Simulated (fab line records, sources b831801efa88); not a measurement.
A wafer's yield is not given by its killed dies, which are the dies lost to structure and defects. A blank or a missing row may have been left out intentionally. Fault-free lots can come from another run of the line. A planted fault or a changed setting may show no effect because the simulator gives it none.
fab line records :: flow sky130
record:
  lots: 5
  wafers: 14
  last_day: 49
route steps=708 shown METAL5@680 PASSIVATION@681 PAD_OPEN@694
lots with no fault: from the same line, run without faults
start_h: hours from the record's first day to the start of the lot's first wafer shown :: wait_h: hours elapsed since this lot's preceding step :: " unchanged from the row above :: L1.1+2: a row that stands for several wafers :: - no value, or no start given :: * or withheld: withheld :: < > ~ a bound
route shown NAME@n: a module of which the file shows steps, and the number in the route of the first :: usual: the fault-free wafers' mean and standard deviation :: same: alike in all rows :: chamber/n: place in a boat :: sites: readings site by site :: _std_site: their standard deviation :: _edge_site: inner sites' mean taken away from outer sites' mean :: radius_mm: how far each site lies from the wafer's centre :: mask NAME#n: copy n :: behind: the tool/chamber that last shaped the wafer :: hold: what put the lot on hold/how long, in hours/how the hold closed :: device: which transistor (n, p or np) failed to switch :: end of line: at the end of the route, the tests of the same wafers :: a step given without rows: its recipe and nothing more :: killed: dies lost to structure and defects at the first sort, not the wafer's yield :: map: the dies of a wafer, with x for killed, . for not killed, _ for no die there
set.NAME: the setting that was run; set.NAME@STEP: the one run at that earlier step :: model.NAME: the simulator's own value behind a step, which no gauge read
lots at selected steps of the route; one table per step, one row per wafer
services: from which hour (start_h, from the record's first day; less than 0 if before it) a tool's chamber was out of use, for how many hours, and why
== steps ==
step: SKY_METAL5_CLEAN_19
recipe:
  chemistry: O3/DIW
  dry: n2_spin
step: SKY_PASSIVATION_CVD_00
recipe:
  material: SiO2
  target_thk_nm: 90
  temp_c: 400
  time_s: withheld
  rf_w: 600
usual:
  heater_power_w: 675/62
lot.wafer: L264.4
tool: pecvd-04
chamber: 0
start_h: 1026.36
wait_h: 0.0
heater_power_w: 669

lot.wafer: L264.5
tool: pecvd-04
chamber: 1
start_h: 1026.36
wait_h: 0.0
heater_power_w: 635

lot.wafer: L264.6
tool: pecvd-04
chamber: 2
start_h: 1026.36
wait_h: 0.0
heater_power_w: 766

lot.wafer: L265.1
tool: pecvd-01
chamber: 2
start_h: 1031.92
wait_h: 0.0
heater_power_w: 779

lot.wafer: L265.2
tool: pecvd-01
chamber: 1
start_h: 1031.92
wait_h: 0.0
heater_power_w: 700

lot.wafer: L265.4
tool: pecvd-01
chamber: 1
start_h: 1031.92
wait_h: 0.0
heater_power_w: 709

lot.wafer: L278.2
tool: pecvd-02
chamber: 1
start_h: 1108.85
wait_h: 0.0
heater_power_w: 678

lot.wafer: L278.5
tool: pecvd-02
chamber: 1
start_h: 1108.85
wait_h: 0.0
heater_power_w: 676

lot.wafer: L282.2
tool: pecvd-04
chamber: 0
start_h: 1137.55
wait_h: 0.0
heater_power_w: 693

lot.wafer: L282.5
tool: pecvd-04
chamber: 2
start_h: 1137.55
wait_h: 0.0
heater_power_w: 717

lot.wafer: L282.6
tool: pecvd-04
chamber: 0
start_h: 1137.55
wait_h: 0.0
heater_power_w: 726

lot.wafer: L285.2
tool: pecvd-02
chamber: 1
start_h: 1146.91
wait_h: 0.0
heater_power_w: 639

lot.wafer: L285.3
tool: pecvd-02
chamber: 0
start_h: 1146.91
wait_h: 0.0
heater_power_w: 593

lot.wafer: L285.4
tool: pecvd-02
chamber: 0
start_h: 1146.91
wait_h: 0.0
heater_power_w: 613
step: SKY_PASSIVATION_THK_MEAS_01
recipe:
  reads: SiO2_of_PASSIVATION_CVD_00
usual:
  PASSIVATION_CVD_00_THK: 90.2/1.1
lot.wafer: L264.4
tool: film_metro-04
chamber: -
start_h: 1026.40
wait_h: -
PASSIVATION_CVD_00_THK[nm]: 92.4

lot.wafer: L264.5
tool: film_metro-04
chamber: -
start_h: 1026.40
wait_h: -
PASSIVATION_CVD_00_THK[nm]: 92.4

lot.wafer: L264.6
tool: film_metro-04
chamber: -
start_h: 1026.40
wait_h: -
PASSIVATION_CVD_00_THK[nm]: 91.3

lot.wafer: L265.1
tool: film_metro-04
chamber: -
start_h: 1031.94
wait_h: -
PASSIVATION_CVD_00_THK[nm]: 89.8

lot.wafer: L265.2
tool: film_metro-04
chamber: -
start_h: 1031.94
wait_h: -
PASSIVATION_CVD_00_THK[nm]: 88.5

lot.wafer: L265.4
tool: film_metro-04
chamber: -
start_h: 1031.94
wait_h: -
PASSIVATION_CVD_00_THK[nm]: 90.8

lot.wafer: L278.2
tool: film_metro-01
chamber: -
start_h: 1108.88
wait_h: -
PASSIVATION_CVD_00_THK[nm]: 90.3

lot.wafer: L278.5
tool: film_metro-01
chamber: -
start_h: 1108.88
wait_h: -
PASSIVATION_CVD_00_THK[nm]: 90.5

lot.wafer: L282.2
tool: film_metro-01
chamber: -
start_h: 1137.58
wait_h: -
PASSIVATION_CVD_00_THK[nm]: 88.8

lot.wafer: L282.5
tool: film_metro-01
chamber: -
start_h: 1137.58
wait_h: -
PASSIVATION_CVD_00_THK[nm]: 91.6

lot.wafer: L282.6
tool: film_metro-01
chamber: -
start_h: 1137.58
wait_h: -
PASSIVATION_CVD_00_THK[nm]: 90.9

lot.wafer: L285.2
tool: film_metro-03
chamber: -
start_h: 1146.94
wait_h: -
PASSIVATION_CVD_00_THK[nm]: 88.2

lot.wafer: L285.3
tool: film_metro-03
chamber: -
start_h: 1146.94
wait_h: -
PASSIVATION_CVD_00_THK[nm]: 88.7

lot.wafer: L285.4
tool: film_metro-03
chamber: -
start_h: 1146.94
wait_h: -
PASSIVATION_CVD_00_THK[nm]: 90.5
step: SKY_PASSIVATION_CVD_02
recipe:
  material: Si3N4
  target_thk_nm: 540
  temp_c: 400
  time_s: withheld
  rf_w: 450
usual:
  heater_power_w: 736/81
lot.wafer: L264.4
tool: pecvd-02
chamber: 0
start_h: 1026.54
wait_h: 0.1
heater_power_w: 551

lot.wafer: L264.5
tool: pecvd-02
chamber: 2
start_h: 1026.54
wait_h: 0.1
heater_power_w: 561

lot.wafer: L264.6
tool: pecvd-02
chamber: 1
start_h: 1026.54
wait_h: 0.1
heater_power_w: 738

lot.wafer: L265.1
tool: pecvd-04
chamber: 2
start_h: 1032.00
wait_h: 0.1
heater_power_w: 871

lot.wafer: L265.2
tool: pecvd-04
chamber: 0
start_h: 1032.00
wait_h: 0.1
heater_power_w: 756

lot.wafer: L265.4
tool: pecvd-04
chamber: 1
start_h: 1032.00
wait_h: 0.1
heater_power_w: 724

lot.wafer: L278.2
tool: pecvd-04
chamber: 0
start_h: 1108.93
wait_h: 0.0
heater_power_w: 707

lot.wafer: L278.5
tool: pecvd-04
chamber: 1
start_h: 1108.93
wait_h: 0.0
heater_power_w: 764

lot.wafer: L282.2
tool: pecvd-02
chamber: 2
start_h: 1137.63
wait_h: 0.0
heater_power_w: 714

lot.wafer: L282.5
tool: pecvd-02
chamber: 1
start_h: 1137.63
wait_h: 0.0
heater_power_w: 629

lot.wafer: L282.6
tool: pecvd-02
chamber: 0
start_h: 1137.63
wait_h: 0.0
heater_power_w: 663

lot.wafer: L285.2
tool: pecvd-01
chamber: 1
start_h: 1146.99
wait_h: 0.0
heater_power_w: 774

lot.wafer: L285.3
tool: pecvd-01
chamber: 2
start_h: 1146.99
wait_h: 0.0
heater_power_w: 801

lot.wafer: L285.4
tool: pecvd-01
chamber: 0
start_h: 1146.99
wait_h: 0.0
heater_power_w: 846
step: SKY_PASSIVATION_THK_MEAS_03
recipe:
  reads: Si3N4_of_PASSIVATION_CVD_02
usual:
  PASSIVATION_CVD_02_THK: 541/6.6
lot.wafer: L264.4
tool: film_metro-03
chamber: -
start_h: 1026.68
wait_h: -
PASSIVATION_CVD_02_THK[nm]: 550

lot.wafer: L264.5
tool: film_metro-03
chamber: -
start_h: 1026.68
wait_h: -
PASSIVATION_CVD_02_THK[nm]: 544

lot.wafer: L264.6
tool: film_metro-03
chamber: -
start_h: 1026.68
wait_h: -
PASSIVATION_CVD_02_THK[nm]: 550

lot.wafer: L265.1
tool: film_metro-04
chamber: -
start_h: 1032.23
wait_h: -
PASSIVATION_CVD_02_THK[nm]: 533

lot.wafer: L265.2
tool: film_metro-04
chamber: -
start_h: 1032.23
wait_h: -
PASSIVATION_CVD_02_THK[nm]: 533

lot.wafer: L265.4
tool: film_metro-04
chamber: -
start_h: 1032.23
wait_h: -
PASSIVATION_CVD_02_THK[nm]: 549

lot.wafer: L278.2
tool: film_metro-03
chamber: -
start_h: 1109.17
wait_h: -
PASSIVATION_CVD_02_THK[nm]: 540

lot.wafer: L278.5
tool: film_metro-03
chamber: -
start_h: 1109.17
wait_h: -
PASSIVATION_CVD_02_THK[nm]: 546

lot.wafer: L282.2
tool: film_metro-01
chamber: -
start_h: 1137.87
wait_h: -
PASSIVATION_CVD_02_THK[nm]: 536

lot.wafer: L282.5
tool: film_metro-01
chamber: -
start_h: 1137.87
wait_h: -
PASSIVATION_CVD_02_THK[nm]: 539

lot.wafer: L282.6
tool: film_metro-01
chamber: -
start_h: 1137.87
wait_h: -
PASSIVATION_CVD_02_THK[nm]: 540

lot.wafer: L285.2
tool: film_metro-03
chamber: -
start_h: 1147.23
wait_h: -
PASSIVATION_CVD_02_THK[nm]: 535

lot.wafer: L285.3
tool: film_metro-03
chamber: -
start_h: 1147.23
wait_h: -
PASSIVATION_CVD_02_THK[nm]: 532

lot.wafer: L285.4
tool: film_metro-03
chamber: -
start_h: 1147.23
wait_h: -
PASSIVATION_CVD_02_THK[nm]: 540
step: SKY_PASSIVATION_DEHYDRATE_04
recipe:
  temp_c: 200
  time_s: 60
step: SKY_PASSIVATION_HMDS_05
recipe:
  prime_time_s: 60
  prime_temp_c: 120
step: SKY_PASSIVATION_COAT_06
recipe:
  spin_rpm: 2000
  resist_thk_nm: 3000
step: SKY_PASSIVATION_SOFTBAKE_07
recipe:
  temp_c: 110
  time_s: withheld
step: SKY_PASSIVATION_EXPOSE_08
recipe:
  mask_id: NSM
  target_cd_nm: 3000
  na: 0.57
  dose_mj: 260
step: SKY_PASSIVATION_PEB_09
recipe:
  temp_c: 115
  time_s: withheld
step: SKY_PASSIVATION_DEVELOP_10
recipe:
  develop_time_s: 60
  dev_temp_c: 23
step: SKY_PASSIVATION_ETCH_11
recipe:
  chemistry: CF4/O2
  target_depth_nm: 725
  stop_on: AlCu
  source_w: 800
  bias_w: 150
  pressure_mtorr: 150
  cf4_flow_sccm: 80
  O2_flow_sccm: 10
  time_s: 161.1
usual:
  O2_flow_sccm: 10.000/0.029
  drypump_motor_current_A: 5.7/0.46
  oes_product_au: 0.980/0.0071
  throttle_valve_pct: 5.965/0.009
lot.wafer: L264.4
tool: rie_diel-04
chamber: 2
start_h: 1048.99
wait_h: -
O2_flow_sccm: 9.950
drypump_motor_current_A: 6.0
oes_product_au: 0.987
rf_hours_counter_h: 18
throttle_valve_pct: 5.963
model.PASSIVATION.feature_depth_nm: 718
model.etch.depth_nm: 718
model.coat_of_PASSIVATION_COAT_06.thk_nm: 2514

lot.wafer: L264.5
tool: rie_diel-04
chamber: 0
start_h: 1048.99
wait_h: -
O2_flow_sccm: 9.984
drypump_motor_current_A: 6.2
oes_product_au: 0.981
rf_hours_counter_h: -
throttle_valve_pct: 5.957
model.PASSIVATION.feature_depth_nm: 712.3
model.etch.depth_nm: 712.3
model.coat_of_PASSIVATION_COAT_06.thk_nm: 2514

lot.wafer: L264.6
tool: rie_diel-04
chamber: 1
start_h: 1048.99
wait_h: -
O2_flow_sccm: 9.988
drypump_motor_current_A: 6.1
oes_product_au: 0.988
rf_hours_counter_h: -
throttle_valve_pct: 5.955
model.PASSIVATION.feature_depth_nm: 717.3
model.etch.depth_nm: 717.3
model.coat_of_PASSIVATION_COAT_06.thk_nm: 2516

lot.wafer: L265.1
tool: rie_diel-04
chamber: 0
start_h: 1054.05
wait_h: -
O2_flow_sccm: 10.023
drypump_motor_current_A: 6.3
oes_product_au: 0.974
rf_hours_counter_h: 9
throttle_valve_pct: 5.970
model.PASSIVATION.feature_depth_nm: 698.4
model.etch.depth_nm: 698.4
model.coat_of_PASSIVATION_COAT_06.thk_nm: 2510

lot.wafer: L265.2
tool: rie_diel-04
chamber: 3
start_h: 1054.05
wait_h: -
O2_flow_sccm: 9.991
drypump_motor_current_A: 5.7
oes_product_au: 0.972
rf_hours_counter_h: 19
throttle_valve_pct: 5.961
model.PASSIVATION.feature_depth_nm: 697.1
model.etch.depth_nm: 697.1
model.coat_of_PASSIVATION_COAT_06.thk_nm: 2502

lot.wafer: L265.4
tool: rie_diel-04
chamber: 2
start_h: 1054.05
wait_h: -
O2_flow_sccm: 10.002
drypump_motor_current_A: 6.0
oes_product_au: 0.985
rf_hours_counter_h: 18
throttle_valve_pct: 5.949
model.PASSIVATION.feature_depth_nm: 714.4
model.etch.depth_nm: 714.4
model.coat_of_PASSIVATION_COAT_06.thk_nm: 2508

lot.wafer: L278.2
tool: rie_diel-04
chamber: 2
start_h: 1129.50
wait_h: -
O2_flow_sccm: 9.946
drypump_motor_current_A: 6.0
oes_product_au: 0.863
rf_hours_counter_h: 22
throttle_valve_pct: 5.935
model.PASSIVATION.feature_depth_nm: 567.1
model.etch.depth_nm: 567.1
model.coat_of_PASSIVATION_COAT_06.thk_nm: 2612

lot.wafer: L278.5
tool: rie_diel-04
chamber: 3
start_h: 1129.50
wait_h: -
O2_flow_sccm: 9.990
drypump_motor_current_A: 5.7
oes_product_au: 0.981
rf_hours_counter_h: -
throttle_valve_pct: 5.954
model.PASSIVATION.feature_depth_nm: 710.8
model.etch.depth_nm: 710.8
model.coat_of_PASSIVATION_COAT_06.thk_nm: 2505

lot.wafer: L282.2
tool: rie_diel-01
chamber: 1
start_h: 1155.40
wait_h: -
O2_flow_sccm: 9.960
drypump_motor_current_A: 5.4
oes_product_au: 0.980
rf_hours_counter_h: 20
throttle_valve_pct: 5.967
model.PASSIVATION.feature_depth_nm: 698.6
model.etch.depth_nm: 698.6
model.coat_of_PASSIVATION_COAT_06.thk_nm: 2510

lot.wafer: L282.5
tool: rie_diel-01
chamber: 3
start_h: 1155.40
wait_h: -
O2_flow_sccm: 10.038
drypump_motor_current_A: 6.0
oes_product_au: 0.985
rf_hours_counter_h: -
throttle_valve_pct: 5.966
model.PASSIVATION.feature_depth_nm: 705.9
model.etch.depth_nm: 705.9
model.coat_of_PASSIVATION_COAT_06.thk_nm: 2515

lot.wafer: L282.6
tool: rie_diel-01
chamber: 0
start_h: 1155.40
wait_h: -
O2_flow_sccm: 10.007
drypump_motor_current_A: 5.6
oes_product_au: 0.984
rf_hours_counter_h: -
throttle_valve_pct: 5.959
model.PASSIVATION.feature_depth_nm: 706.9
model.etch.depth_nm: 706.9
model.coat_of_PASSIVATION_COAT_06.thk_nm: 2510

lot.wafer: L285.2
tool: rie_diel-03
chamber: 2
start_h: 1164.70
wait_h: -
O2_flow_sccm: 10.068
drypump_motor_current_A: 4.9
oes_product_au: 0.977
rf_hours_counter_h: 9
throttle_valve_pct: 5.975
model.PASSIVATION.feature_depth_nm: 699.4
model.etch.depth_nm: 699.4
model.coat_of_PASSIVATION_COAT_06.thk_nm: 2496

lot.wafer: L285.3
tool: rie_diel-03
chamber: 0
start_h: 1164.70
wait_h: -
O2_flow_sccm: 9.995
drypump_motor_current_A: 4.7
oes_product_au: 0.972
rf_hours_counter_h: 22
throttle_valve_pct: 5.957
model.PASSIVATION.feature_depth_nm: 696.3
model.etch.depth_nm: 696.3
model.coat_of_PASSIVATION_COAT_06.thk_nm: 2513

lot.wafer: L285.4
tool: rie_diel-03
chamber: 3
start_h: 1164.70
wait_h: -
O2_flow_sccm: 10.028
drypump_motor_current_A: 6.4
oes_product_au: 0.978
rf_hours_counter_h: 24
throttle_valve_pct: 5.976
model.PASSIVATION.feature_depth_nm: 706.8
model.etch.depth_nm: 706.8
model.coat_of_PASSIVATION_COAT_06.thk_nm: 2512
step: SKY_PASSIVATION_STRIP_12
recipe:
  chemistry: O2/N2
  power_w: 1400
  pressure_mtorr: 1500
  platen_temp_c: withheld
  overash_fraction: 0.7
  o2_flow_sccm: 3000
  n2_flow_sccm: 300
usual:
  drypump_motor_current_A: 5.5/0.39
  oes_product_au: 0.661/0.0044
  strip_time_to_endpoint_s: 31.44/0.12
lot.wafer: L264.4
tool: plasma_asher-04
chamber: 1
start_h: 1049.13
wait_h: 0.1
drypump_motor_current_A: 5.6
oes_product_au: 0.659
rf_hours_counter_h: -
strip_time_to_endpoint_s: 31.49

lot.wafer: L264.5
tool: plasma_asher-04
chamber: 0
start_h: 1049.13
wait_h: 0.1
drypump_motor_current_A: 6.1
oes_product_au: 0.663
rf_hours_counter_h: -
strip_time_to_endpoint_s: 31.48

lot.wafer: L264.6
tool: plasma_asher-04
chamber: 1
start_h: 1049.13
wait_h: 0.1
drypump_motor_current_A: 5.7
oes_product_au: 0.659
rf_hours_counter_h: -
strip_time_to_endpoint_s: 31.51

lot.wafer: L265.1
tool: plasma_asher-04
chamber: 1
start_h: 1054.16
wait_h: 0.1
drypump_motor_current_A: 5.6
oes_product_au: 0.668
rf_hours_counter_h: 118
strip_time_to_endpoint_s: 31.45

lot.wafer: L265.2
tool: plasma_asher-04
chamber: 0
start_h: 1054.16
wait_h: 0.1
drypump_motor_current_A: 6.1
oes_product_au: 0.654
rf_hours_counter_h: 118
strip_time_to_endpoint_s: 31.34

lot.wafer: L265.4
tool: plasma_asher-04
chamber: 1
start_h: 1054.16
wait_h: 0.1
drypump_motor_current_A: 5.6
oes_product_au: 0.661
rf_hours_counter_h: -
strip_time_to_endpoint_s: 31.42

lot.wafer: L278.2
tool: plasma_asher-04
chamber: 0
start_h: 1129.61
wait_h: 0.1
drypump_motor_current_A: 6.1
oes_product_au: 0.662
rf_hours_counter_h: 7
strip_time_to_endpoint_s: 32.61

lot.wafer: L278.5
tool: plasma_asher-04
chamber: 0
start_h: 1129.61
wait_h: 0.1
drypump_motor_current_A: 6.2
oes_product_au: 0.656
rf_hours_counter_h: -
strip_time_to_endpoint_s: 31.39

lot.wafer: L282.2
tool: plasma_asher-02
chamber: 1
start_h: 1155.51
wait_h: 0.1
drypump_motor_current_A: 5.2
oes_product_au: 0.662
rf_hours_counter_h: 39
strip_time_to_endpoint_s: 31.43

lot.wafer: L282.5
tool: plasma_asher-02
chamber: 0
start_h: 1155.51
wait_h: 0.1
drypump_motor_current_A: 5.6
oes_product_au: 0.662
rf_hours_counter_h: -
strip_time_to_endpoint_s: 31.49

lot.wafer: L282.6
tool: plasma_asher-02
chamber: 1
start_h: 1155.51
wait_h: 0.1
drypump_motor_current_A: 5.1
oes_product_au: 0.666
rf_hours_counter_h: -
strip_time_to_endpoint_s: 31.44

lot.wafer: L285.2
tool: plasma_asher-02
chamber: 1
start_h: 1164.81
wait_h: 0.1
drypump_motor_current_A: 5.2
oes_product_au: 0.654
rf_hours_counter_h: 41
strip_time_to_endpoint_s: 31.27

lot.wafer: L285.3
tool: plasma_asher-02
chamber: 1
start_h: 1164.81
wait_h: 0.1
drypump_motor_current_A: 5.1
oes_product_au: 0.662
rf_hours_counter_h: -
strip_time_to_endpoint_s: 31.48

lot.wafer: L285.4
tool: plasma_asher-02
chamber: 0
start_h: 1164.81
wait_h: 0.1
drypump_motor_current_A: 5.6
oes_product_au: 0.655
rf_hours_counter_h: -
strip_time_to_endpoint_s: 31.48
step: SKY_PAD_OPEN_DEHYDRATE_00
recipe:
  temp_c: 200
  time_s: 60
== services ==
tool: pecvd-04
chamber: 1
start_h: 1010.24
hours: 3.5
kind: repair

tool: pecvd-02
chamber: -
start_h: 1014.03
hours: 2.8
kind: pm

tool: rie_diel-04
chamber: -
start_h: 1025.73
hours: 2.8
kind: pm

tool: pecvd-02
chamber: 1
start_h: 1027.07
hours: 11.2
kind: repair

tool: rie_diel-03
chamber: 2
start_h: 1039.05
hours: 7.4
kind: repair

tool: plasma_asher-04
chamber: -
start_h: 1039.34
hours: 0.6
kind: repair

tool: plasma_asher-04
chamber: -
start_h: 1045.70
hours: 1.9
kind: repair

tool: pecvd-01
chamber: -
start_h: 1053.22
hours: 1.1
kind: repair

tool: plasma_asher-04
chamber: -
start_h: 1055.25
hours: 9.0
kind: pm

tool: plasma_asher-04
chamber: 0
start_h: 1055.25
hours: 9.0
kind: vent_cycle

tool: plasma_asher-04
chamber: 1
start_h: 1055.25
hours: 9.0
kind: vent_cycle

tool: pecvd-04
chamber: 0
start_h: 1058.25
hours: 9.4
kind: repair

tool: pecvd-04
chamber: 1
start_h: 1058.66
hours: 5.5
kind: scheduled_down

tool: pecvd-02
chamber: 2
start_h: 1080.50
hours: 2.1
kind: scheduled_down

tool: plasma_asher-02
chamber: -
start_h: 1082.03
hours: 0.9
kind: repair

tool: pecvd-02
chamber: 0
start_h: 1109.10
hours: 6.7
kind: repair

tool: rie_diel-04
chamber: 1
start_h: 1113.26
hours: 13.3
kind: repair

tool: pecvd-02
chamber: 0
start_h: 1115.80
hours: 5.5
kind: scheduled_down

tool: plasma_asher-02
chamber: -
start_h: 1143.23
hours: 0.8
kind: repair

tool: rie_diel-01
chamber: 2
start_h: 1150.95
hours: 4.0
kind: repair

tool: plasma_asher-02
chamber: -
start_h: 1153.63
hours: 0.9
kind: repair

tool: pecvd-04
chamber: 0
start_h: 1155.18
hours: 5.5
kind: repair

tool: pecvd-01
chamber: 2
start_h: 1161.63
hours: 14.9
kind: repair

tool: pecvd-04
chamber: -
start_h: 1161.75
hours: 1.1
kind: repair
== key ==
first_sign:
  step: SKY_PASSIVATION_ETCH_11
  reading: oes_product_au
  direction: down
  sigmas: 17
  usual: 0.980
  struck: 0.863
effect:
  step: SKY_PASSIVATION_ETCH_11
  reading: throttle_valve_pct
  direction: down
  sigmas: 3.4
  usual: 5.965
  struck: 5.935
effect:
  step: SKY_PASSIVATION_STRIP_12
  reading: strip_time_to_endpoint_s
  direction: up
  sigmas: 9.6
  usual: *
  struck: *
model_effect:
  step: SKY_PASSIVATION_ETCH_11
  value: PASSIVATION.feature_depth_nm
  without: 705.2
  struck: 567.1
met_at SKY_PASSIVATION_ETCH_11
struck_wafers L278.2
later_rows_left_out L278.2
sort_left_out L278.2
onset_between 1054.05 1129.50
fault:
  kind: process_parameter_drift
  tool: rie_diel-04
  chamber: -
  onset_h: 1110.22
  steps: SKY_PASSIVATION_ETCH_11
  channel: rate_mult
  offset: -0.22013
  shape: step
  end_h: 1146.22
  scope: struck_wafers_only
sort_left_out: the simulated sort isn't trusted on such a fault, so these wafers' sort isn't shown, and their yield isn't known
later_rows_left_out: the simulator's readings of these wafers behind a module that went badly wrong aren't trusted and aren't shown, but for the sort
